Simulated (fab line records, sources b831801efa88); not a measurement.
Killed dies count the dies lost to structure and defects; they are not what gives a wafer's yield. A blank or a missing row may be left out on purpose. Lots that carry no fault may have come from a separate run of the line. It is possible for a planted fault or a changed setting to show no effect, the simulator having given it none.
A lot that was struck, set against a sound lot :: flow sky130 :: 26 steps out of a route of 708
Sound: these wafers, L123.1, L123.4, L123.6. The struck wafers were L111.1, L111.3, L111.6. The cause comes at the end.
For every step that has rows: the tool of each side, followed by ch and its chambers, followed by its first start. Under that, the readings that differ: sound wafers :: struck wafers :: difference of the means :: sigmas: that difference in standard deviations of wafers without a fault.
alike: readings whose means differ by less than 2 such deviations, and words and numbers that are the same on both sides. not compared: withheld readings, readings that some wafer has no value for, bounds like >300 that may hide the same value, and numbers for which the record gives no deviation and whose values overlap.
The two part at a step that has a row with sigmas, a row that says differs or no value, or rows on one side only. When numbers do not overlap yet have no deviation, they are printed without sigmas and do not part them. A reading missing from all wafers of one side parts the sides only when that side holds two or more wafers.

first, 1 step without rows for these wafers: SKY_VT_ADJUST_HVTP_IMPLANT_09.
SKY_VT_ADJUST_HVTP_STRIP_10: strips in O2/N2.
  sound on plasmaAsher-03 ch 0,1, day 10 03:38; struck on plasmaAsher-02 ch 0,1, day 6 22:11
  alike: chamberPressureMTorr, drypumpMotorCurrentA, oesProductAu, stripTimeToEndpointS
  not compared: rfHoursCounterH
SKY_VT_ADJUST_HVTP_TW_MEAS_11:
  struck on filmMetro-03, day 6 22:17; sound on filmMetro-04, day 10 03:44
  alike: VT_ADJUST_HVTP_TW
then, 7 steps without rows for these wafers: SKY_VT_ADJUST_LVTN_DEHYDRATE_00 (time 60 s); SKY_VT_ADJUST_LVTN_HMDS_01 (prime time 60 s); SKY_VT_ADJUST_LVTN_COAT_02 (resist thk 3000 nm); SKY_VT_ADJUST_LVTN_SOFTBAKE_03; SKY_VT_ADJUST_LVTN_EXPOSE_04 (exposes mask NWM COMPLEMENT LESS NATIVE, target cd 840 nm); SKY_VT_ADJUST_LVTN_PEB_05; SKY_VT_ADJUST_LVTN_DEVELOP_06 (develop time 60 s).
SKY_VT_ADJUST_LVTN_OVL_MEAS_07:
  struck on overlay-02, day 7 16:58; sound on overlay-02, day 11 02:28
  alike: VT_ADJUST_LVTN_OVL
next, for these wafers, 1 step has no rows: SKY_VT_ADJUST_LVTN_IMPLANT_08.
SKY_VT_ADJUST_LVTN_STRIP_09: strips in O2/N2.
  sound on plasmaAsher-03 ch 0,1, day 11 02:49; struck on plasmaAsher-01 ch 0,1, day 7 17:13
  no value came back on the struck wafers for chamberPressureMTorr (mTorr), drypumpMotorCurrentA (A), oesProductAu (a.u.), stripTimeToEndpointS (s); on the sound wafers chamberPressureMTorr (mTorr) reads 1500.1 1498.1 1500.3
reading: model.coat_of_VT_ADJUST_LVTN_COAT_02.thkNm (nm)
sound: 0 0 0
struck: 2993 2997 2997
difference: +2996
sigmas: 
  not compared: rfHoursCounterH
SKY_VT_ADJUST_LVTN_TW_MEAS_10:
  struck on filmMetro-01, day 7 17:19; sound on filmMetro-01, day 11 02:55
  alike: VT_ADJUST_LVTN_TW
then, 7 steps without rows for these wafers: SKY_VT_ADJUST_LVTN_DEHYDRATE_11 (time 60 s); SKY_VT_ADJUST_LVTN_HMDS_12 (prime time 60 s); SKY_VT_ADJUST_LVTN_COAT_13 (resist thk 1140 nm); SKY_VT_ADJUST_LVTN_SOFTBAKE_14 (time 57.94 s); SKY_VT_ADJUST_LVTN_EXPOSE_15 (exposes mask HVN STD DERIVED, target cd 600 nm); SKY_VT_ADJUST_LVTN_PEB_16; SKY_VT_ADJUST_LVTN_DEVELOP_17 (develop time 60 s).
SKY_VT_ADJUST_LVTN_OVL_MEAS_18:
  struck on overlay-01, day 8 12:22; sound on overlay-01, day 12 02:58
  alike: VT_ADJUST_LVTN_01_OVL
next, for these wafers, 1 step has no rows: SKY_VT_ADJUST_LVTN_IMPLANT_19.
SKY_VT_ADJUST_LVTN_STRIP_20: strips in O2/N2.
  sound on plasmaAsher-03 ch 0, day 12 03:09; struck on plasmaAsher-04 ch 0, day 8 12:34
reading: oesProductAu (a.u.)
sound: 0.719 0.722 0.715
struck: 0.734 0.724 0.728
difference: +0.010
sigmas: +2

reading: stripTimeToEndpointS (s)
sound: 14.20 14.28 14.23
struck: 58.60 58.74 58.67
difference: +44.43
sigmas: +99 or more
  alike: chamberPressureMTorr, drypumpMotorCurrentA
  not compared: rfHoursCounterH
SKY_VT_ADJUST_LVTN_TW_MEAS_21:
  struck on filmMetro-04, day 8 12:40; sound on filmMetro-04, day 12 03:15
reading: VT_ADJUST_LVTN_2_TW
sound: 190.0 190.6 189.4
struck: 30.4 30.3 30.2
difference: -159.7
sigmas: -99 or more
then, 1 step without rows for these wafers: SKY_VT_ADJUST_NCORE_DEHYDRATE_00 (time 60 s).

WHERE THEY PART
Last at SKY_VT_ADJUST_LVTN_TW_MEAS_21 as far as this record goes, first at SKY_VT_ADJUST_LVTN_STRIP_09.

WHY: what had been put in by the simulator
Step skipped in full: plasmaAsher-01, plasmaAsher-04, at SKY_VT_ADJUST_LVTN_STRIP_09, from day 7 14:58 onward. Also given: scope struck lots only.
